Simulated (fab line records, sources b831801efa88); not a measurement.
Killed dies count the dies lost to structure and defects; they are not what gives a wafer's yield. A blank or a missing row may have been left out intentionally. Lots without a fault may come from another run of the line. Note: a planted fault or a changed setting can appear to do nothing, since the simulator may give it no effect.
Split-lot trial	flow gf180mcu	5 lots, 23 wafers read, on a route of 602 steps

== ON THE SPLIT ==
At GF_STI_CVD_03 (deposits Si3N4 from DCS/NH3, target thk 207.16 nm, time 3551 s), the setting timeS was moved away from the recipe's 3551 s on 15 of the 23 wafers read, by -13.4% to +7.0%. For the rest of the wafers, this setting stayed at what the recipe calls for.

== FROM THE SPLIT TO THE READING: what the file shows between them, 4 steps ==
- GF_STI_THK_MEAS_04
- GF_STI_PEB_10: peb time 90 s (also split here: pebTempC)
- GF_STI_DEVELOP_11: develop time 60 s
- GF_STI_CD_MEAS_12: target cd 220 nm

== THE READING ==
oesProductAu, in a.u., at GF_STI_ETCH_13 (etches the open film in CHF3/O2, stops on Si, target depth 282.31 nm, time 112.9 s). On this fab line, fault-free wafers typically give 0.835 a.u. with a standard deviation of 0.0068 a.u.

wafer	tool, chamber at the split	timeS as run, s	against the recipe	oesProductAu, a.u.	against lot-mates on the recipe
L077.4	lpcvd-02, 0	3551	recipe	0.832	-
L077.5	lpcvd-02, 0	3551	recipe	0.836	-
L077.6	lpcvd-02, 0	3551	recipe	0.824	-
L081.1	-, -	3408	-4.0%	0.814	no lot-mate on the recipe
L081.2	-, -	3408	-4.0%	0.825	no lot-mate on the recipe
L081.3	-, -	3408	-4.0%	0.819	no lot-mate on the recipe
L081.5	-, -	3408	-4.0%	0.818	no lot-mate on the recipe
L081.6	-, -	3408	-4.0%	0.814	no lot-mate on the recipe
L080.1	-, -	3551	recipe	0.853	-
L080.2	-, -	3551	recipe	0.838	-
L080.3	-, -	3551	recipe	0.832	-
L080.4	-, -	3551	recipe	0.842	-
L080.6	-, -	3551	recipe	0.841	-
L083.1	-, -	3076	-13.4%	0.767	no lot-mate on the recipe
L083.2	-, -	3076	-13.4%	0.771	no lot-mate on the recipe
L083.3	-, -	3076	-13.4%	0.771	no lot-mate on the recipe
L083.4	-, -	3076	-13.4%	0.772	no lot-mate on the recipe
L083.5	-, -	3076	-13.4%	0.778	no lot-mate on the recipe
L084.1	-, -	3799	+7.0%	0.862	no lot-mate on the recipe
L084.2	-, -	3799	+7.0%	0.872	no lot-mate on the recipe
L084.3	-, -	3799	+7.0%	0.868	no lot-mate on the recipe
L084.4	-, -	3799	+7.0%	0.874	no lot-mate on the recipe
L084.5	-, -	3799	+7.0%	0.869	no lot-mate on the recipe

FIT RESULTS
A straight line over all 23 wafers: oesProductAu changes by +0.00479 a.u. for each +1% of timeS; r = +0.99; the points scatter about the line by 0.006 a.u.
Too few moved wafers with a lot-mate on the recipe to fit a line net of each lot's own level.

== THE WHOLE CHAIN: every reading that the file lists as answering this split, in the file's order ==
step	what it does	reading	change (the file's fit)	r (the file's)
GF_STI_CVD_03	deposits Si3N4 from DCS/NH3, target thk 207.16 nm, time 3551 s	Si3N4_of_STI_CVD_03.thkNm (the simulator's own value, which no gauge read)	+2.09 nm for each +1% of the setting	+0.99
GF_STI_THK_MEAS_04		STI_CVD_03_THK	+2.09 for each +1% of the setting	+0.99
GF_STI_ETCH_13	etches the open film in CHF3/O2, stops on Si, target depth 282.31 nm, time 112.9 s	oesProductAu	+0.00479 a.u. for each +1% of the setting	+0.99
GF_STI_ETCH_13	etches the open film in CHF3/O2, stops on Si, target depth 282.31 nm, time 112.9 s	etch.depthNm (the simulator's own value, which no gauge read)	+1.99 nm for each +1% of the setting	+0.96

== FILE'S OWN FIT ==
oesProductAu changes by +0.00479 a.u. for each +1% of timeS, r = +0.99.
